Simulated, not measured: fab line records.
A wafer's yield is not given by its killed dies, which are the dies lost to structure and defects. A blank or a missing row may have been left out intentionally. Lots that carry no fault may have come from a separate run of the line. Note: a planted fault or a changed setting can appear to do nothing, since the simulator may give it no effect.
Which tool did it? :: flow sky130 :: 12 lots, 36 wafers sampled, at 5 steps of a route of 708

== WHAT THE GAUGES SHOWED, per wafer ==
Not one reading of a measure or inspect step in the record can be checked against a usual standard deviation.

== EACH LOT AND THE TOOL THAT RAN IT (in order: tool; ch and the chambers of the sampled wafers; start) ==
lot: L977
SKY_CONTACT_CMP_04: cmp-01 ch 0,3, day 30 05:22
SKY_CONTACT_SPUTTER_23: pvd sputter-04, day 31 08:47
SKY_METAL1_SPUTTER_03: pvd sputter-03, day 31 09:31
SKY_METAL5_DEVELOP_13: litho track-03 ch 0, day 43 15:14
SKY_PAD_OPEN_PROBE_99: prober-02, day 45 15:14

lot: L978
SKY_CONTACT_CMP_04: cmp-01 ch 1,2,3, day 30 23:19
SKY_CONTACT_SPUTTER_23: pvd sputter-02, day 32 04:04
SKY_METAL1_SPUTTER_03: pvd sputter-01, day 32 04:47
SKY_METAL5_DEVELOP_13: litho track-03 ch 0, day 44 06:00
SKY_PAD_OPEN_PROBE_99: -

lot: L979
SKY_CONTACT_CMP_04: cmp-02 ch 0,2,3, day 31 07:31
SKY_CONTACT_SPUTTER_23: pvd sputter-02, day 32 11:28
SKY_METAL1_SPUTTER_03: pvd sputter-01, day 32 12:11
SKY_METAL5_DEVELOP_13: litho track-04 ch 0, day 44 12:41
SKY_PAD_OPEN_PROBE_99: -

lot: L981
SKY_CONTACT_CMP_04: cmp-02 ch 2,3, day 32 01:07
SKY_CONTACT_SPUTTER_23: pvd sputter-04, day 33 04:49
SKY_METAL1_SPUTTER_03: pvd sputter-01, day 33 05:32
SKY_METAL5_DEVELOP_13: litho track-03 ch 0, day 45 00:41
SKY_PAD_OPEN_PROBE_99: prober-02, day 46 22:08

lot: L982
SKY_CONTACT_CMP_04: cmp-02 ch 0,1,3, day 32 09:04
SKY_CONTACT_SPUTTER_23: pvd sputter-04, day 33 12:46
SKY_METAL1_SPUTTER_03: pvd sputter-01, day 33 13:29
SKY_METAL5_DEVELOP_13: litho track-04 ch 0, day 45 06:23
SKY_PAD_OPEN_PROBE_99: -

lot: L983
SKY_CONTACT_CMP_04: cmp-02 ch 0,2,3, day 32 14:50
SKY_CONTACT_SPUTTER_23: pvd sputter-01, day 33 19:09
SKY_METAL1_SPUTTER_03: pvd sputter-02, day 33 19:53
SKY_METAL5_DEVELOP_13: litho track-04 ch 0, day 45 14:47
SKY_PAD_OPEN_PROBE_99: prober-02, day 47 09:44

lot: L988
SKY_CONTACT_CMP_04: cmp-02 ch 0,1,2, day 34 16:32
SKY_CONTACT_SPUTTER_23: pvd sputter-01, day 35 19:44
SKY_METAL1_SPUTTER_03: pvd sputter-02, day 35 20:28
SKY_METAL5_DEVELOP_13: litho track-03 ch 0, day 47 01:18
SKY_PAD_OPEN_PROBE_99: prober-02, day 48 18:07

lot: L990
SKY_CONTACT_CMP_04: cmp-01 ch 0,1,3, day 34 17:32
SKY_CONTACT_SPUTTER_23: pvd sputter-04, day 35 21:35
SKY_METAL1_SPUTTER_03: pvd sputter-01, day 35 22:19
SKY_METAL5_DEVELOP_13: litho track-03 ch 0, day 47 02:17
SKY_PAD_OPEN_PROBE_99: prober-01, day 48 19:11

lot: L991
SKY_CONTACT_CMP_04: cmp-01 ch 0,2, day 35 07:32
SKY_CONTACT_SPUTTER_23: pvd sputter-02, day 36 10:46
SKY_METAL1_SPUTTER_03: pvd sputter-01, day 36 11:29
SKY_METAL5_DEVELOP_13: litho track-03 ch 0, day 47 15:38
SKY_PAD_OPEN_PROBE_99: -

lot: L995
SKY_CONTACT_CMP_04: cmp-01 ch 1,3, day 37 09:47
SKY_CONTACT_SPUTTER_23: pvd sputter-02, day 38 14:40
SKY_METAL1_SPUTTER_03: pvd sputter-03, day 38 15:27
SKY_METAL5_DEVELOP_13: litho track-02 ch 0, day 49 03:44
SKY_PAD_OPEN_PROBE_99: -

lot: L996
SKY_CONTACT_CMP_04: cmp-01 ch 1,2,3, day 37 12:01
SKY_CONTACT_SPUTTER_23: pvd sputter-02, day 38 16:03
SKY_METAL1_SPUTTER_03: pvd sputter-01, day 38 16:46
SKY_METAL5_DEVELOP_13: litho track-02 ch 0, day 49 06:07
SKY_PAD_OPEN_PROBE_99: prober-02, day 50 19:55

lot: L998
SKY_CONTACT_CMP_04: cmp-01 ch 0,1,3, day 37 17:19
SKY_CONTACT_SPUTTER_23: pvd sputter-01, day 38 20:21
SKY_METAL1_SPUTTER_03: pvd sputter-01, day 38 21:05
SKY_METAL5_DEVELOP_13: litho track-02 ch 0, day 49 12:50
SKY_PAD_OPEN_PROBE_99: -
- SKY_CONTACT_CMP_04: polishes SiO2.
- SKY_CONTACT_SPUTTER_23: material TiN, target thk 20 nm, time 80 s.
- SKY_METAL1_SPUTTER_03: material Ti, target thk 5 nm, time 3.3 s.
- SKY_METAL5_DEVELOP_13: develop time 60 s.
- SKY_PAD_OPEN_PROBE_99

== WHAT THE TOOLS THEMSELVES READ (means of the sampled wafers that have a number; where no wafer has one, the mark that the record gives instead) ==
SKY_CONTACT_CMP_04.
lot: L977
tool: cmp-01
motor current A (A): 11.8
slurry flow ml min: 149.8
time to endpoint s (s): 83

lot: L978
tool: cmp-01
motor current A (A): 11.7
slurry flow ml min: 150.0
time to endpoint s (s): 82

lot: L979
tool: cmp-02
motor current A (A): 13.7
slurry flow ml min: 149.7
time to endpoint s (s): 85

lot: L981
tool: cmp-02
motor current A (A): 13.6
slurry flow ml min: 149.9
time to endpoint s (s): 85

lot: L982
tool: cmp-02
motor current A (A): 12.3
slurry flow ml min: 150.1
time to endpoint s (s): 88

lot: L983
tool: cmp-02
motor current A (A): 12.9
slurry flow ml min: 149.9
time to endpoint s (s): 82

lot: L988
tool: cmp-02
motor current A (A): 13.1
slurry flow ml min: 149.6
time to endpoint s (s): 86

lot: L990
tool: cmp-01
motor current A (A): 11.9
slurry flow ml min: 150.6
time to endpoint s (s): 82

lot: L991
tool: cmp-01
motor current A (A): 12.1
slurry flow ml min: 150.1
time to endpoint s (s): 81

lot: L995
tool: cmp-01
motor current A (A): 11.7
slurry flow ml min: 149.9
time to endpoint s (s): 85

lot: L996
tool: cmp-01
motor current A (A): 11.7
slurry flow ml min: 149.8
time to endpoint s (s): 79

lot: L998
tool: cmp-01
motor current A (A): 11.8
slurry flow ml min: 150.4
time to endpoint s (s): 85

SKY_CONTACT_SPUTTER_23.
lot: L977
tool: pvd sputter-04
throttle valve pct (%): 29.8

lot: L978
tool: pvd sputter-02
throttle valve pct (%): 30.6

lot: L979
tool: pvd sputter-02
throttle valve pct (%): 31.6

lot: L981
tool: pvd sputter-04
throttle valve pct (%): 29.3

lot: L982
tool: pvd sputter-04
throttle valve pct (%): 30.1

lot: L983
tool: pvd sputter-01
throttle valve pct (%): 30.6

lot: L988
tool: pvd sputter-01
throttle valve pct (%): 30.5

lot: L990
tool: pvd sputter-04
throttle valve pct (%): 29.9

lot: L991
tool: pvd sputter-02
throttle valve pct (%): 31.6

lot: L995
tool: pvd sputter-02
throttle valve pct (%): 30.2

lot: L996
tool: pvd sputter-02
throttle valve pct (%): 31.5

lot: L998
tool: pvd sputter-01
throttle valve pct (%): 30.5

SKY_METAL1_SPUTTER_03.
lot: L977
tool: pvd sputter-03
throttle valve pct (%): 29.2

lot: L978
tool: pvd sputter-01
throttle valve pct (%): 31.3

lot: L979
tool: pvd sputter-01
throttle valve pct (%): 30.2

lot: L981
tool: pvd sputter-01
throttle valve pct (%): 31.6

lot: L982
tool: pvd sputter-01
throttle valve pct (%): 30.9

lot: L983
tool: pvd sputter-02
throttle valve pct (%): 30.5

lot: L988
tool: pvd sputter-02
throttle valve pct (%): 31.7

lot: L990
tool: pvd sputter-01
throttle valve pct (%): 30.6

lot: L991
tool: pvd sputter-01
throttle valve pct (%): 30.4

lot: L995
tool: pvd sputter-03
throttle valve pct (%): 28.6

lot: L996
tool: pvd sputter-01
throttle valve pct (%): 31.1

lot: L998
tool: pvd sputter-01
throttle valve pct (%): 30.3

SKY_METAL5_DEVELOP_13.
lot: L977
tool: litho track-03
developer temp C (C): 23.07

lot: L978
tool: litho track-03
developer temp C (C): 22.83

lot: L979
tool: litho track-04
developer temp C (C): 23.04

lot: L981
tool: litho track-03
developer temp C (C): 22.92

lot: L982
tool: litho track-04
developer temp C (C): 23.02

lot: L983
tool: litho track-04
developer temp C (C): 23.11

lot: L988
tool: litho track-03
developer temp C (C): 22.99

lot: L990
tool: litho track-03
developer temp C (C): 25.30

lot: L991
tool: litho track-03
developer temp C (C): 25.39

lot: L995
tool: litho track-02
developer temp C (C): 22.98

lot: L996
tool: litho track-02
developer temp C (C): 22.91

lot: L998
tool: litho track-02
developer temp C (C): 23.04

SKY_PAD_OPEN_PROBE_99.
lot: L977
tool: prober-02
defect limited yield (%): 83.2
killed_at_M0_to_M3: 47
killed_at_M4_up: 3.3
killed at contacts: 20
killed at front end: 12
killed at other: 0.3
killed dies: 82
killed open: 48
killed short: 34
sort_bin_3_pad_short (%): 0.9
sort_bin_5_function (%): 10.2
sort_bin_6_memory (%): 5.6
sort n pass: 410
sort yield pct (%): 83.2

lot: L981
tool: prober-02
defect limited yield (%): 83.1
killed_at_M0_to_M3: 47
killed_at_M4_up: 1.7
killed at contacts: 24
killed at front end: 11
killed at other: 0.0
killed dies: 83
killed open: 44
killed short: 39
sort_bin_3_pad_short (%): 0.7
sort_bin_5_function (%): 11.0
sort_bin_6_memory (%): 5.2
sort n pass: 409
sort yield pct (%): 83.1

lot: L983
tool: prober-02
defect limited yield (%): 84.8
killed_at_M0_to_M3: 36
killed_at_M4_up: 1.3
killed at contacts: 22
killed at front end: 15
killed at other: 0.3
killed dies: 75
killed open: 39
killed short: 36
sort_bin_3_pad_short (%): 0.8
sort_bin_5_function (%): 8.7
sort_bin_6_memory (%): 5.6
sort n pass: 417
sort yield pct (%): 84.8

lot: L988
tool: prober-02
defect limited yield (%): 82.0
killed_at_M0_to_M3: 43
killed_at_M4_up: 2.7
killed at contacts: 27
killed at front end: 14
killed at other: 1.7
killed dies: 88
killed open: 51
killed short: 36
sort_bin_3_pad_short (%): 0.9
sort_bin_5_function (%): 10.9
sort_bin_6_memory (%): 6.1
sort n pass: 404
sort yield pct (%): 82.0

lot: L990
tool: prober-01
defect limited yield (%): 83.1
killed_at_M0_to_M3: 41
killed_at_M4_up: 3.0
killed at contacts: 25
killed at front end: 13
killed at other: 0.7
killed dies: 83
killed open: 46
killed short: 37
sort_bin_3_pad_short (%): 1.1
sort_bin_5_function (%): 9.8
sort_bin_6_memory (%): 6.0
sort n pass: 409
sort yield pct (%): 83.1

lot: L996
tool: prober-02
defect limited yield (%): 83.8
killed_at_M0_to_M3: 41
killed_at_M4_up: 2.0
killed at contacts: 21
killed at front end: 15
killed at other: 0.0
killed dies: 80
killed open: 40
killed short: 39
sort_bin_3_pad_short (%): 0.9
sort_bin_5_function (%): 9.4
sort_bin_6_memory (%): 5.8
sort n pass: 412
sort yield pct (%): 83.8

== THE ANSWER, worked out from the rows above alone ==
Rule: the usual values come from the lots themselves. The widest of any qualifying gaps counts: lots, ordered by their means at a reading, are off when they make up no more than a third of the lots, leave a main group of 4 or more, and stand apart from it by 3 or more times the standard deviation of that group's means. A main group whose means are all the same, to the digits that the tables above print for the reading, isn't used. Also off: a lot with no number at a reading for which 4 or more lots have one. Where the step has rows for the other lots, those lots are counted as sound. After the gauges, taken in route order, come the tools' own readings; for these a lot's mean is taken, as printed above. At the first step where some lot is off, the reading lying furthest off is the one used; lots without a number count as furthest.
Off, at SKY_METAL5_DEVELOP_13 on developer temp C: L990, L991. The main group has a mean of 22.99 C with a standard deviation of 0.08.
A tool fits if, at that step or a process step before it, it ran every lot that is off, and no sound lot after the first of them. One candidate fits, namely litho track-03 at SKY_METAL5_DEVELOP_13. Its last sound lot is L988 (day 47 01:18), its first lot that is off L990 (day 47 02:17): a fault that began between those two fits.
On the lots that are off, the tool's own readings at SKY_METAL5_DEVELOP_13 differ by more than 5 times the standard deviation of the sound lots' means, which bears it out; developer temp C reads 25.34 C there versus 22.99 C on the sound lots.

== WHAT THE SIMULATOR HAD INSERTED ==
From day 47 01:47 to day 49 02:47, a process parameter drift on litho track-03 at SKY_METAL5_DEVELOP_13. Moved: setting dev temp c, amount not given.
Shown lots that were struck: L990, L991. The same result came from the rule above.
